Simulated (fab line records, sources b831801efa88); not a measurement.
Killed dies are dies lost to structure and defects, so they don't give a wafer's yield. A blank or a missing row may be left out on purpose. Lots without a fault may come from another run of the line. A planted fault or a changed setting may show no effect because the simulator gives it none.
A struck lot beside a sound one | flow sky130 | 15 steps out of a route of 708
Sound: wafers L556.4, L556.5, L556.6. Struck: wafers L571.2, L571.3, L571.4. The cause comes at the end.
At each step with rows: each side's tool, then ch and its chambers, then its first start. Under that, the readings that differ: sound wafers | struck wafers | difference of the means | sigmas: that difference in standard deviations of wafers without a fault.
alike: readings whose means differ by less than 2 such deviations, and words and numbers that are the same on both sides. not compared: withheld readings, readings that some wafer has no value for, bounds like >300 that may hide the same value, and numbers for which the record gives no deviation and whose values overlap.
The two part at a step that has a row with sigmas, a row that says differs or no value, or rows on one side only. Numbers that don't overlap but have no deviation are shown without sigmas and don't part them. A reading that every wafer of one side lacks parts them only if that side has two wafers or more.

first, 2 steps without rows for these wafers: SKY_VIA4_PEB_09; SKY_VIA4_DEVELOP_10 (develop time 60 s).
SKY_VIA4_OVL_MEAS_11:
  sound on overlay-01, day 43 18:56; struck on overlay-01, day 47 17:05
  alike: VIA4_OVL
SKY_VIA4_ETCH_12: etches SiO2 in C4F8/O2/Ar, stops on TiN, target depth 580 nm.
  sound on rie_diel-02 ch 0,2,3, day 43 18:59; struck on rie_diel-02 ch 0,1,3, day 47 17:07
  alike: oes_product_au
SKY_VIA4_STRIP_13: strips in O2/N2.
  sound on plasma_asher-02 ch 0,1, day 43 19:04; struck on plasma_asher-01 ch 0,1, day 47 17:11
  reading               | sound             | struck            | difference | sigmas
  oes_product_au (a.u.) | 0.713 0.712 0.708 | 0.707 0.697 0.701 | -0.009     | -2
  alike: drypump_motor_current_A, strip_time_to_endpoint_s
  not compared: rf_hours_counter_h
then, 3 steps without rows for these wafers: SKY_VIA4_STRIP_14 (strips in post etch residue remover, time 1200 s); SKY_VIA4_CLEAN_15 (cleans in IPA, time 180 s); SKY_VIA4_CLEAN_16 (cleans in O3/DIW).
SKY_VIA4_SPUTTER_17: material TiN, target thk 20 nm, time 80 s.
  sound on pvd_sputter-01, day 43 19:37; struck on pvd_sputter-01, day 47 17:46
  alike: throttle_valve_pct
SKY_VIA4_CVD_18: deposits W, target thk 505 nm, time 152.14 s.
  sound on cvd_w-02 ch 0,1, day 43 19:44; struck on cvd_w-02 ch 0,1, day 47 17:50
  alike: heater_power_w, susceptor_temp_C
SKY_VIA4_RS_MEAS_19: measures by four-point-probe.
  sound on film_metro-04, day 43 19:54; struck on film_metro-03, day 47 18:01
  alike: VIA4_W_RS
SKY_VIA4_THK_MEAS_20: measures by xrf.
  sound on film_metro-04, day 43 19:59; struck on film_metro-03, day 47 18:07
  alike: VIA4_W_THK
SKY_VIA4_CMP_21: polishes, stops on SiO2, t overpolish 25 s, target thk 0 nm.
  sound on cmp-01 ch 0,1, day 43 20:01; struck on cmp-01 ch 0,1,2, day 47 18:15
  reading              | sound                | struck               | difference | sigmas
  overpolish_run_s (s) | 25.000 24.997 24.999 | 19.787 19.781 19.782 | -5.215     | -99 or more
  t_overpolish_s (s)   | 25 25 25             | 19.785 19.785 19.785 | -5.215     |
  alike: motor_current_A, time_to_endpoint_s
SKY_METAL5_SPUTTER_00: material Ti, target thk 15 nm, time 10 s.
  sound on pvd_sputter-02, day 43 20:19; struck on pvd_sputter-01, day 47 18:30
  alike: throttle_valve_pct
SKY_PAD_OPEN_PROBE_99:
  the record has rows for the sound wafers here (prober-01, day 46 15:37) and none for the struck ones

WHERE THEY PART
First at SKY_VIA4_STRIP_13; last, within this record, at SKY_PAD_OPEN_PROBE_99.

WHY: what the simulator had put in
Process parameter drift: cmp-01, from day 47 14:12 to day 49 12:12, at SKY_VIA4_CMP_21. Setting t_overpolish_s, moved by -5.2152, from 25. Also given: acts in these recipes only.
